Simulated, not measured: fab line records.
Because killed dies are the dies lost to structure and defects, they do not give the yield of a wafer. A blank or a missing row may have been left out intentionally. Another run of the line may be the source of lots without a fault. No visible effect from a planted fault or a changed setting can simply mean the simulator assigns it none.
fab line records | flow sky130
record lots=6 | wafers=18 | lastDay=50
route steps=708 shown VIA3@587 METAL4@598 PAD_OPEN@708
lots untouched by any fault: they come from a run of this same line in which no faults occurred
startH: start of the lot's first displayed wafer, in hours after the record's first day | waitH: how many hours have passed since the lot's step before this one | " identical to the entry in the row above | L1.1+2: one row covering several wafers at once | - either no value or no given start | * or withheld: withheld | < > ~ a bound
route shown NAME@n: NAME is a module with steps in the file, n the number in the route of the first one | usual: mean and standard deviation over wafers with no fault | same: alike in all rows | chamber/n: place in a boat | sites: readings site by site | _std_site: their standard deviation | _edge_site: inner sites' mean taken away from outer sites' mean | radiusMm: for every site, how far away it sits from the centre of the wafer | mask NAME#n: copy n | behind: tool/chamber where the wafer was last shaped | hold: why the lot went on hold/how many hours it stayed there/how the hold came to an end | device: the transistor (n, p or np) that didn't switch | end of line: at the end of the route, the tests of the same wafers | step lacking rows: just its recipe | killed: not the wafer's yield, but the dies lost to structure and defects at the first sort | map: a wafer's dies, marking killed ones x, the rest . and places with no die _
set.NAME: setting as actually run; set.NAME@STEP: the setting as run at that earlier step | model.NAME: the simulator's own value behind a step, which no gauge read
a table for each step, a row for each wafer; lots at some steps of the route
services: when a tool's chamber went out of use (startH, in hours from the record's first day, below 0 if earlier), for how many hours, and the reason
## steps
# step SKY_VIA3_ETCH_14
# recipe chemistry=N2/H2 | target=BARC | ionEnergyEv=200 | sourceW=500 | biasW=100 | pressureMtorr=30 | n2FlowSccm=100 | h2FlowSccm=200 | stopOn=SiO2 | timeS=45.9 | targetDepthA=600
# usual drypumpMotorCurrentA=5.8/0.4 | n2FlowSccm=100.0/0.32 | oesProductAu=0.854/0.0042 | throttleValvePct=13.225/0.0083
# same timeS=45.9
lot.wafer | tool       | chamber | startH  | waitH | drypumpMotorCurrentA | n2FlowSccm | oesProductAu | rfHoursCounterH | throttleValvePct
L766.1    | rieDiel-02 | 1       | 947.93  | 0.0   | 6.3                  | 100.2      | 0.857        | 19              | 13.225
L766.2    | "          | 0       | "       | "     | 5.1                  | 99.9       | 0.847        | 15              | 13.237
L766.6    | "          | 0       | "       | "     | 5.1                  | 99.6       | 0.853        | -               | 13.216
L770.1    | rieDiel-04 | 0       | 973.81  | 0.0   | 5.9                  | 99.5       | 0.851        | 23              | 13.232
L770.3    | "          | 1       | "       | "     | 5.6                  | 99.9       | 0.857        | 13              | 13.240
L770.5    | "          | 2       | "       | "     | 6.0                  | 99.7       | 0.858        | -               | 13.218
L778.1    | rieDiel-04 | 1       | 1024.43 | 0.0   | 5.6                  | 99.7       | 0.845        | 14              | 13.230
L778.3    | "          | 3       | "       | "     | 6.2                  | 100.4      | 0.856        | 24              | 13.211
L778.6    | "          | 2       | "       | "     | 6.0                  | 100.1      | 0.856        | -               | 13.218
L780.1    | rieDiel-01 | 2       | 1041.06 | 0.0   | 5.6                  | 99.7       | 0.857        | 11              | 13.227
L780.5    | "          | 0       | "       | "     | 5.9                  | 100.3      | 0.856        | -               | 13.220
L780.6    | "          | 2       | "       | "     | 5.6                  | 100.0      | 0.856        | -               | 13.227
L784.1    | rieDiel-04 | 0       | 1057.38 | 0.0   | 5.9                  | 100.3      | 0.855        | 26              | 13.214
L784.4    | "          | 1       | "       | "     | 5.6                  | 100.2      | 0.850        | -               | 13.231
L784.6    | "          | 3       | "       | "     | 6.2                  | 100.2      | 0.851        | -               | 13.243
L787.1    | rieDiel-04 | 0       | 1073.58 | 0.0   | 5.9                  | 100.2      | 0.861        | 27              | 13.220
L787.2    | "          | 3       | "       | "     | 6.2                  | 100.2      | 0.849        | 26              | 13.220
L787.6    | "          | 3       | "       | "     | 6.2                  | 100.5      | 0.858        | -               | 13.218
# step SKY_VIA3_ETCH_15
# recipe target=SiO2 | chemistry=C4F8/O2/Ar | targetDepthNm=507 | stopOn=TiN | maskMaterial=KrF-thick | sourceW=1480 | biasW=1200 | pressureMtorr=40 | c4f8FlowSccm=withheld | O2_flow_sccm=6 | Ar_flow_sccm=300 | timeS=78
# step SKY_VIA3_STRIP_16
# recipe chemistry=O2/N2 | powerW=1400 | pressureMtorr=1500 | platenTempC=withheld | o2FlowSccm=3000 | n2FlowSccm=300 | overashFraction=0.5
# usual drypumpMotorCurrentA=5.7/0.47 | n2FlowSccm=299.9/0.95 | oesProductAu=0.402/0.0044 | stripTimeToEndpointS=4.131/0.023
lot.wafer | tool           | chamber | startH  | waitH | drypumpMotorCurrentA | n2FlowSccm | oesProductAu | rfHoursCounterH | stripTimeToEndpointS
L766.1    | plasmaAsher-03 | 0       | 948.03  | 0.0   | 5.6                  | 301.4      | 0.407        | 51              | 4.155
L766.2    | "              | 1       | "       | "     | 5.1                  | 301.3      | 0.398        | 51              | 4.128
L766.6    | "              | 0       | "       | "     | 5.6                  | 300.4      | 0.395        | -               | 4.087
L770.1    | plasmaAsher-02 | 1       | 973.91  | 0.0   | 6.0                  | 299.8      | 0.404        | 22              | 4.116
L770.3    | "              | 1       | "       | "     | 6.0                  | 299.6      | 0.401        | -               | 4.186
L770.5    | "              | 1       | "       | "     | 6.0                  | 298.6      | 0.405        | -               | 4.147
L778.1    | plasmaAsher-02 | 1       | 1024.53 | 0.0   | 6.1                  | 300.4      | 0.403        | 27              | 4.155
L778.3    | "              | 1       | "       | "     | 6.0                  | 299.5      | 0.412        | -               | 4.154
L778.6    | "              | 1       | "       | "     | 6.0                  | 299.5      | 0.393        | -               | 4.118
L780.1    | plasmaAsher-03 | 0       | 1041.16 | 0.0   | 5.6                  | 300.0      | 0.399        | 61              | 4.111
L780.5    | "              | 0       | "       | "     | 5.6                  | 299.6      | 0.402        | -               | 4.129
L780.6    | "              | 1       | "       | "     | 5.1                  | 302.6      | 0.391        | -               | 4.116
L784.1    | plasmaAsher-01 | 0       | 1057.48 | 0.0   | 5.3                  | 299.8      | 0.393        | 91              | 4.124
L784.4    | "              | 0       | "       | "     | 5.3                  | 299.5      | 0.400        | -               | 4.140
L784.6    | "              | 0       | "       | "     | 5.3                  | 300.2      | 0.402        | -               | 4.140
L787.1    | plasmaAsher-02 | 1       | 1073.68 | 0.0   | 6.1                  | 299.2      | 0.396        | 32              | 4.137
L787.2    | "              | 0       | "       | "     | 5.4                  | 300.2      | 0.399        | 32              | 4.134
L787.6    | "              | 1       | "       | "     | 6.0                  | 299.4      | 0.401        | -               | 4.134
# step SKY_VIA3_STRIP_17
# recipe chemistry=postEtchResidueRemover | timeS=1200 | tempC=72.5
# step SKY_VIA3_CLEAN_18
# recipe chemistry=IPA | timeS=180 | tempC=25
# step SKY_VIA3_CLEAN_19
# recipe chemistry=O3/DIW | dry=n2Spin
# step SKY_VIA3_SPUTTER_20
# recipe material=TiN | targetThkNm=20 | chamberPressurePa=5 | powerW=4000 | timeS=80
# usual chamberPressurePa=4.999/0.0097 | throttleValvePct=29.8/0.96
# same timeS=80
lot.wafer | tool          | chamber | startH  | waitH | chamberPressurePa | throttleValvePct
L766.1    | pvdSputter-03 | -       | 948.63  | 0.0   | 5.009             | 28.4
L766.2    | "             | -       | "       | "     | 5.000             | 29.5
L766.6    | "             | -       | "       | "     | 4.998             | 28.6
L770.1    | pvdSputter-03 | -       | 974.54  | 0.0   | 5.007             | 29.4
L770.3    | "             | -       | "       | "     | 4.991             | 28.6
L770.5    | "             | -       | "       | "     | 4.990             | 28.6
L778.1    | pvdSputter-01 | -       | 1025.12 | 0.0   | 4.997             | 29.5
L778.3    | "             | -       | "       | "     | 5.008             | 29.8
L778.6    | "             | -       | "       | "     | 4.997             | 29.8
L780.1    | pvdSputter-02 | -       | 1041.76 | 0.0   | 4.984             | 29.0
L780.5    | "             | -       | "       | "     | 4.992             | 28.8
L780.6    | "             | -       | "       | "     | 4.982             | 29.5
L784.1    | pvdSputter-02 | -       | 1058.07 | 0.0   | 4.995             | 29.5
L784.4    | "             | -       | "       | "     | 5.003             | 29.4
L784.6    | "             | -       | "       | "     | 4.981             | 29.2
L787.1    | pvdSputter-01 | -       | 1074.27 | 0.0   | 5.003             | 29.2
L787.2    | "             | -       | "       | "     | 4.992             | 30.8
L787.6    | "             | -       | "       | "     | 4.990             | 30.0
# step SKY_VIA3_CVD_21
# recipe material=W | targetThkNm=390 | timeS=117.31 | tempC=400 | pressureTorr=40
# usual chamberPressureTorr=39.97/0.081 | heaterPowerW=884/55
# same timeS=117.31
lot.wafer | tool    | chamber | startH  | waitH | chamberPressureTorr | heaterPowerW
L766.1    | cvdW-02 | 0       | 948.69  | 0.0   | 39.77               | 907
L766.2    | "       | 1       | "       | "     | 40.06               | 967
L766.6    | "       | 1       | "       | "     | 39.97               | 950
L770.1    | cvdW-02 | 1       | 974.61  | 0.0   | 40.04               | 988
L770.3    | "       | 0       | "       | "     | 39.87               | 921
L770.5    | "       | 1       | "       | "     | 40.06               | 1002
L778.1    | cvdW-01 | 0       | 1025.18 | 0.0   | 40.04               | 842
L778.3    | "       | 0       | "       | "     | 40.08               | 836
L778.6    | "       | 0       | "       | "     | 40.02               | 818
L780.1    | cvdW-02 | 1       | 1041.82 | 0.0   | 40.05               | 969
L780.5    | "       | 1       | "       | "     | 39.77               | 981
L780.6    | "       | 0       | "       | "     | 40.01               | 890
L784.1    | cvdW-02 | 0       | 1058.13 | 0.0   | 40.01               | 909
L784.4    | "       | 0       | "       | "     | 40.03               | 912
L784.6    | "       | 1       | "       | "     | 40.09               | 1007
L787.1    | cvdW-01 | 1       | 1074.33 | 0.0   | 39.97               | 849
L787.2    | "       | 0       | "       | "     | 40.02               | 832
L787.6    | "       | 1       | "       | "     | 39.93               | 845
# step SKY_VIA3_RS_MEAS_22
# recipe thkMeasGauge=four-point-probe | reads=W_of_VIA3_CVD_21+TiN_of_VIA3_SPUTTER_20
# usual VIA3_W_RS=0.295/0.0033
lot.wafer | tool         | chamber | startH  | waitH | VIA3_W_RS[ohm/sq]
L766.1    | filmMetro-02 | -       | 948.81  | 0.1   | 0.296
L766.2    | "            | -       | "       | "     | 0.295
L766.6    | "            | -       | "       | "     | 0.295
L770.1    | filmMetro-04 | -       | 974.73  | 0.1   | 0.295
L770.3    | "            | -       | "       | "     | 0.299
L770.5    | "            | -       | "       | "     | 0.298
L778.1    | filmMetro-04 | -       | 1025.32 | 0.1   | 0.297
L778.3    | "            | -       | "       | "     | 0.295
L778.6    | "            | -       | "       | "     | 0.298
L780.1    | filmMetro-02 | -       | 1041.94 | 0.1   | 0.291
L780.5    | "            | -       | "       | "     | 0.295
L780.6    | "            | -       | "       | "     | 0.290
L784.1    | filmMetro-02 | -       | 1058.26 | 0.1   | 0.298
L784.4    | "            | -       | "       | "     | 0.298
L784.6    | "            | -       | "       | "     | 0.295
L787.1    | filmMetro-04 | -       | 1074.46 | 0.1   | 0.296
L787.2    | "            | -       | "       | "     | 0.298
L787.6    | "            | -       | "       | "     | 0.294
# step SKY_VIA3_THK_MEAS_23
# recipe thkMeasGauge=xrf | reads=W_of_VIA3_CVD_21
# usual VIA3_W_THK=414/4.7
lot.wafer | tool         | chamber | startH  | waitH | VIA3_W_THK[nm]
L766.1    | filmMetro-02 | -       | 948.93  | 0.1   | 413
L766.2    | "            | -       | "       | "     | 415
L766.6    | "            | -       | "       | "     | 415
L770.1    | filmMetro-04 | -       | 974.85  | 0.1   | 415
L770.3    | "            | -       | "       | "     | 411
L770.5    | "            | -       | "       | "     | 414
L778.1    | filmMetro-04 | -       | 1025.44 | 0.1   | 415
L778.3    | "            | -       | "       | "     | 417
L778.6    | "            | -       | "       | "     | 413
L780.1    | filmMetro-02 | -       | 1042.06 | 0.1   | 417
L780.5    | "            | -       | "       | "     | 412
L780.6    | "            | -       | "       | "     | 415
L784.1    | filmMetro-02 | -       | 1058.38 | 0.1   | 403
L784.4    | "            | -       | "       | "     | 405
L784.6    | "            | -       | "       | "     | 412
L787.1    | filmMetro-04 | -       | 1074.58 | 0.1   | 417
L787.2    | "            | -       | "       | "     | 416
L787.6    | "            | -       | "       | "     | 420
# step SKY_VIA3_CMP_24
# recipe stopOn=SiO2 | tOverpolishS=20 | downForcePsi=3.5 | platenRpm=60 | targetThkNm=0 | padVelocityMS=0.94248
# step SKY_METAL4_SPUTTER_00
# recipe material=Ti | targetThkNm=15 | powerW=3000 | timeS=10 | chamberPressurePa=0.4
# step SKY_METAL4_SPUTTER_01
# recipe material=TiN | targetThkNm=20 | powerW=6500 | timeS=16.7 | chamberPressurePa=0.4
# usual chamberPressurePa=0.4001/0.0008 | throttleValvePct=29.9/0.92
# same timeS=16.7
lot.wafer | tool          | chamber | startH  | waitH | chamberPressurePa | throttleValvePct
L766.1    | pvdSputter-04 | -       | 949.45  | 0.0   | 0.4000            | 30.8
L766.2    | "             | -       | "       | "     | 0.3998            | 31.6
L766.6    | "             | -       | "       | "     | 0.4010            | 29.6
L770.1    | pvdSputter-04 | -       | 975.24  | 0.0   | 0.3997            | 30.5
L770.3    | "             | -       | "       | "     | 0.3989            | 30.0
L770.5    | "             | -       | "       | "     | 0.4010            | 31.6
L778.1    | pvdSputter-04 | -       | 1025.82 | 0.0   | 0.4212            | 29.6
L778.3    | "             | -       | "       | "     | 0.4015            | 31.7
L778.6    | "             | -       | "       | "     | 0.3997            | 29.3
L780.1    | pvdSputter-04 | -       | 1042.44 | 0.0   | 0.4004            | 31.6
L780.5    | "             | -       | "       | "     | 0.3997            | 29.7
L780.6    | "             | -       | "       | "     | 0.4232            | 29.6
L784.1    | pvdSputter-03 | -       | 1058.76 | 0.0   | 0.4009            | 29.5
L784.4    | "             | -       | "       | "     | 0.4000            | 28.5
L784.6    | "             | -       | "       | "     | 0.4010            | 29.5
L787.1    | pvdSputter-03 | -       | 1074.96 | 0.0   | 0.3998            | 29.4
L787.2    | "             | -       | "       | "     | 0.4001            | 28.3
L787.6    | "             | -       | "       | "     | 0.4003            | 30.0
# step SKY_METAL4_SPUTTER_02
# recipe material=AlCu | targetThkNm=735 | powerW=10600 | timeS=39.1 | chamberPressurePa=0.4
# usual chamberPressurePa=0.4000/0.00085 | throttleValvePct=29.9/0.92
# same timeS=39.1
lot.wafer | tool          | chamber | startH  | waitH | chamberPressurePa | throttleValvePct
L766.1    | pvdSputter-04 | -       | 949.47  | 0.0   | 0.4011            | 30.5
L766.2    | "             | -       | "       | "     | 0.4001            | 31.3
L766.6    | "             | -       | "       | "     | 0.4020            | 29.2
L770.1    | pvdSputter-04 | -       | 975.26  | 0.0   | 0.3990            | 30.6
L770.3    | "             | -       | "       | "     | 0.3995            | 29.6
L770.5    | "             | -       | "       | "     | 0.4009            | 31.7
L778.1    | pvdSputter-04 | -       | 1025.85 | 0.0   | 0.4007            | 30.6
L778.3    | "             | -       | "       | "     | 0.3986            | 31.7
L778.6    | "             | -       | "       | "     | 0.4005            | 29.3
L780.1    | pvdSputter-04 | -       | 1042.47 | 0.0   | 0.4009            | 31.6
L780.5    | "             | -       | "       | "     | 0.4004            | 30.1
L780.6    | "             | -       | "       | "     | 0.3989            | 30.7
L784.1    | pvdSputter-03 | -       | 1058.78 | 0.0   | 0.3991            | 29.5
L784.4    | "             | -       | "       | "     | 0.4013            | 28.6
L784.6    | "             | -       | "       | "     | 0.3988            | 29.3
L787.1    | pvdSputter-03 | -       | 1074.98 | 0.0   | 0.3996            | 29.5
L787.2    | "             | -       | "       | "     | 0.4002            | 28.7
L787.6    | "             | -       | "       | "     | 0.4004            | 30.1
# step SKY_PAD_OPEN_PROBE_99
# usual defectLimitedYield=82.5/1.9 | killed_at_M0_to_M3=42/7.2 | killed_at_M4_up=3.5/1.8 | killedAtContacts=25/5.7 | killedAtFrontEnd=16/4.6 | killedAtOther=0.2/0.41 | killedDies=86/9.3 | killedOpen=47/6.3 | killedShort=39/5.9 | sort_bin_3_pad_short=0.9/0.44 | sort_bin_5_function=10.3/1.5 | sort_bin_6_memory=6.3/1 | sortNPass=406/9.3 | sortYieldPct=82.5/1.9
# same grossDies=492 | killedAtBackSide=0 | sort_bin_4_leakage[%]=0 | sort_bin_8_speed[%]=0
lot.wafer | tool      | chamber | startH  | waitH | defectLimitedYield[%] | killed_at_M0_to_M3 | killed_at_M4_up | killedAtContacts | killedAtFrontEnd | killedAtOther | killedDies | killedOpen | killedShort | sort_bin_3_pad_short[%] | sort_bin_5_function[%] | sort_bin_6_memory[%] | sortNPass | sortYieldPct[%]
L766.1    | prober-01 | -       | 1092.90 | 0.1   | 82.7                  | 37                 | 5               | 24               | 18               | 1             | 85         | 47         | 38          | 0.4                     | 11.8                   | 5.1                  | 407       | 82.7
L766.2    | prober-01 | -       | 1092.95 | 0.1   | 82.7                  | 44                 | 2               | 24               | 14               | 1             | 85         | 42         | 43          | 1.0                     | 9.3                    | 6.9                  | 407       | 82.7
L766.6    | prober-01 | -       | 1093.15 | 0.2   | 84.1                  | 39                 | 6               | 22               | 11               | 0             | 78         | 38         | 40          | 1.0                     | 9.6                    | 5.3                  | 414       | 84.1
L770.1    | prober-02 | -       | 1114.39 | 0.1   | 81.5                  | 35                 | 6               | 36               | 14               | 0             | 91         | 57         | 34          | 1.2                     | 12.6                   | 4.7                  | 401       | 81.5
L770.3    | prober-02 | -       | 1114.49 | 0.2   | 78.0                  | 48                 | 5               | 26               | 28               | 1             | 108        | 58         | 50          | 1.8                     | 14.0                   | 6.1                  | 384       | 78.0
L770.5    | prober-02 | -       | 1114.59 | 0.2   | 81.5                  | 43                 | 3               | 32               | 13               | 0             | 91         | 57         | 34          | 0.4                     | 11.8                   | 6.3                  | 401       | 81.5
L780.1    | prober-02 | -       | 1169.83 | 0.1   | 80.3                  | 52                 | 3               | 26               | 16               | 0             | 97         | 51         | 46          | 0.8                     | 11.6                   | 7.3                  | 395       | 80.3
L780.5    | prober-02 | -       | 1170.03 | 0.2   | 79.9                  | 50                 | 4               | 36               | 9                | 0             | 99         | 48         | 51          | 1.2                     | 12.8                   | 6.1                  | 393       | 79.9
L780.6    | prober-02 | -       | 1170.08 | 0.2   | 82.7                  | 31                 | 6               | 26               | 22               | 0             | 85         | 45         | 40          | 1.8                     | 10.2                   | 5.3                  | 407       | 82.7
L784.1    | prober-02 | -       | 1183.35 | 0.1   | 80.9                  | 51                 | 2               | 18               | 23               | 0             | 94         | 52         | 42          | 1.2                     | 11.0                   | 6.9                  | 398       | 80.9
L784.4    | prober-02 | -       | 1183.50 | 0.2   | 82.9                  | 41                 | 2               | 24               | 17               | 0             | 84         | 46         | 38          | 1.6                     | 8.3                    | 7.1                  | 408       | 82.9
L784.6    | prober-02 | -       | 1183.60 | 0.2   | 80.9                  | 56                 | 3               | 15               | 19               | 1             | 94         | 48         | 46          | 1.2                     | 11.2                   | 6.7                  | 398       | 80.9
L787.1    | prober-01 | -       | 1193.59 | 0.1   | 84.1                  | 31                 | 3               | 27               | 17               | 0             | 78         | 41         | 37          | 0.2                     | 8.9                    | 6.7                  | 414       | 84.1
L787.2    | prober-01 | -       | 1193.64 | 0.1   | 81.9                  | 46                 | 0               | 28               | 15               | 0             | 89         | 50         | 39          | 0.8                     | 10.8                   | 6.5                  | 403       | 81.9
L787.6    | prober-01 | -       | 1193.84 | 0.2   | 84.6                  | 40                 | 3               | 23               | 10               | 0             | 76         | 45         | 31          | 0.8                     | 8.9                    | 5.7                  | 416       | 84.6
# killed by level:class
L766.1 CONTACT:geometricParticle:open=8 VIA1:geometricParticle:open=7 FIELD_ISO:geometricParticle:open=6 LI_CONTACT:geometricParticle:open=6 METAL2:geometricParticle:short=5 METAL1:geometricParticle:short=5 VIA1:geometricParticle:short=5 CONTACT:geometricParticle:short=4
L766.2 VIA3:geometricParticle:short=10 CONTACT:geometricParticle:open=8 VIA1:geometricParticle:open=7 CONTACT:geometricParticle:short=6 METAL2:geometricParticle:short=6 VIA2:geometricParticle:open=6 FIELD_ISO:geometricParticle:open=5 LI_CONTACT:geometricParticle:open=5
L766.6 VIA3:geometricParticle:open=8 LI_CONTACT:geometricParticle:open=7 METAL1:geometricParticle:short=7 LI_CONTACT:geometricParticle:short=6 VIA1:geometricParticle:open=6 VIA2:geometricParticle:open=5 METAL4:geometricParticle:short=5 CONTACT:geometricParticle:open=3
L770.1 LI_CONTACT:geometricParticle:open=13 CONTACT:geometricParticle:open=13 VIA1:geometricParticle:open=10 FIELD_ISO:geometricParticle:open=6 VIA2:geometricParticle:open=6 POLY_GATE:geometricParticle:short=5 VIA3:geometricParticle:open=5 LI_CONTACT:geometricParticle:short=4
L770.3 VIA1:geometricParticle:open=12 CONTACT:geometricParticle:open=10 FIELD_ISO:geometricParticle:open=9 VIA2:geometricParticle:open=9 VIA3:geometricParticle:short=8 FIELD_ISO:geometricParticle:short=5 LOCAL_INTERCONNECT:geometricParticle:short=5 VIA1:geometricParticle:short=5
L770.5 VIA1:geometricParticle:open=15 CONTACT:geometricParticle:open=15 CONTACT:geometricParticle:short=7 VIA2:geometricParticle:open=7 VIA3:geometricParticle:open=7 LI_CONTACT:geometricParticle:open=5 VIA2:geometricParticle:short=5 FIELD_ISO:geometricParticle:short=4
L780.1 VIA1:geometricParticle:open=11 LI_CONTACT:geometricParticle:open=9 VIA2:geometricParticle:open=9 POLY_GATE:geometricParticle:short=8 CONTACT:geometricParticle:open=8 VIA3:geometricParticle:open=6 METAL2:geometricParticle:short=6 VIA2:geometricParticle:short=5
L780.5 CONTACT:geometricParticle:open=15 VIA1:geometricParticle:open=9 VIA1:geometricParticle:short=8 LI_CONTACT:geometricParticle:open=6 VIA2:geometricParticle:open=6 LI_CONTACT:geometricParticle:short=5 LOCAL_INTERCONNECT:geometricParticle:short=5 CONTACT:geometricParticle:short=5
L780.6 VIA1:geometricParticle:open=7 METAL1:geometricParticle:short=7 LI_CONTACT:geometricParticle:open=7 FIELD_ISO:geometricParticle:open=6 CONTACT:geometricParticle:short=6 VIA3:geometricParticle:open=6 FIELD_ISO:geometricParticle:short=5 METAL4:geometricParticle:short=5
L784.1 VIA1:geometricParticle:open=14 POLY_GATE:geometricParticle:open=8 VIA2:geometricParticle:open=8 VIA1:geometricParticle:short=8 CONTACT:geometricParticle:open=7 CONTACT:geometricParticle:short=6 FIELD_ISO:geometricParticle:short=4 POLY_CUT:geometricParticle:open=4
L784.4 VIA1:geometricParticle:open=9 CONTACT:geometricParticle:open=8 VIA2:geometricParticle:open=7 POLY_GATE:geometricParticle:short=6 VIA3:geometricParticle:open=6 LI_CONTACT:geometricParticle:open=5 CONTACT:geometricParticle:short=5 METAL1:geometricParticle:short=5
L784.6 VIA1:geometricParticle:open=15 METAL1:geometricParticle:short=8 VIA3:geometricParticle:open=7 VIA1:geometricParticle:short=6 VIA2:geometricParticle:open=6 VIA2:geometricParticle:short=6 POLY_GATE:geometricParticle:open=5 POLY_GATE:geometricParticle:short=4
L787.1 CONTACT:geometricParticle:open=11 LI_CONTACT:geometricParticle:open=8 FIELD_ISO:geometricParticle:short=6 VIA1:geometricParticle:open=6 VIA2:geometricParticle:open=6 METAL2:geometricParticle:short=5 POLY_GATE:geometricParticle:open=4 LOCAL_INTERCONNECT:geometricParticle:short=4
L787.2 VIA1:geometricParticle:open=13 CONTACT:geometricParticle:open=13 VIA3:geometricParticle:open=6 LI_CONTACT:geometricParticle:open=6 METAL1:geometricParticle:short=6 METAL2:geometricParticle:short=6 FIELD_ISO:geometricParticle:short=5 LOCAL_INTERCONNECT:geometricParticle:short=5
L787.6 VIA2:geometricParticle:open=9 LI_CONTACT:geometricParticle:open=8 CONTACT:geometricParticle:open=8 VIA1:geometricParticle:short=6 VIA1:geometricParticle:open=6 VIA3:geometricParticle:open=6 LI_CONTACT:geometricParticle:short=3 METAL1:geometricParticle:short=3
## services
tool           | chamber | startH  | hours | kind
plasmaAsher-01 | -       | 927.34  | 2.8   | pm
rieDiel-02     | 3       | 939.45  | 8.9   | repair
plasmaAsher-01 | -       | 943.35  | 0.6   | repair
plasmaAsher-02 | -       | 946.99  | 15.2  | repair
pvdSputter-02  | -       | 947.51  | 4.0   | repair
plasmaAsher-02 | -       | 956.72  | 0.5   | repair
pvdSputter-03  | -       | 967.76  | 2.9   | repair
plasmaAsher-02 | -       | 978.00  | 1.7   | repair
pvdSputter-01  | -       | 981.76  | 1.7   | repair
cvdW-02        | 1       | 986.77  | 12.8  | repair
pvdSputter-04  | -       | 1011.22 | 2.6   | repair
rieDiel-01     | 0       | 1015.19 | 13.5  | repair
pvdSputter-03  | -       | 1016.37 | 3.0   | repair
rieDiel-04     | 0       | 1021.34 | 11.6  | repair
cvdW-01        | -       | 1026.89 | 6.9   | pm
rieDiel-01     | 3       | 1028.71 | -     | clean
rieDiel-01     | 3       | 1028.71 | 17.7  | scheduledDown
rieDiel-01     | 3       | 1028.71 | 17.7  | ventCycle
rieDiel-04     | 2       | 1032.90 | -     | clean
rieDiel-04     | 2       | 1032.90 | 29.4  | scheduledDown
rieDiel-04     | 2       | 1032.90 | 29.4  | ventCycle
rieDiel-02     | -       | 1045.57 | 0.1   | repair
pvdSputter-04  | -       | 1052.56 | 0.5   | repair
pvdSputter-02  | -       | 1067.27 | 2.5   | repair
## key
firstSign step=SKY_METAL4_SPUTTER_01 | reading=chamberPressurePa | direction=up | sigmas=28 | usual=0.4001 | struck=0.4222
effect none on later readings
metAt SKY_METAL4_SPUTTER_01
struckWafers L778.1,L780.6
onsetBetween 975.24 1025.82
fault kind=processParameterDrift | tool=pvdSputter-04 | chamber=- | onsetH=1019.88 | steps=SKY_METAL4_SPUTTER_01 | channel=chamberPressurePa | offset=0.022066 | shape=step | endH=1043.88 | actsIn=theseRecipesOnly | stated=0.4 | scope=struckWafersOnly
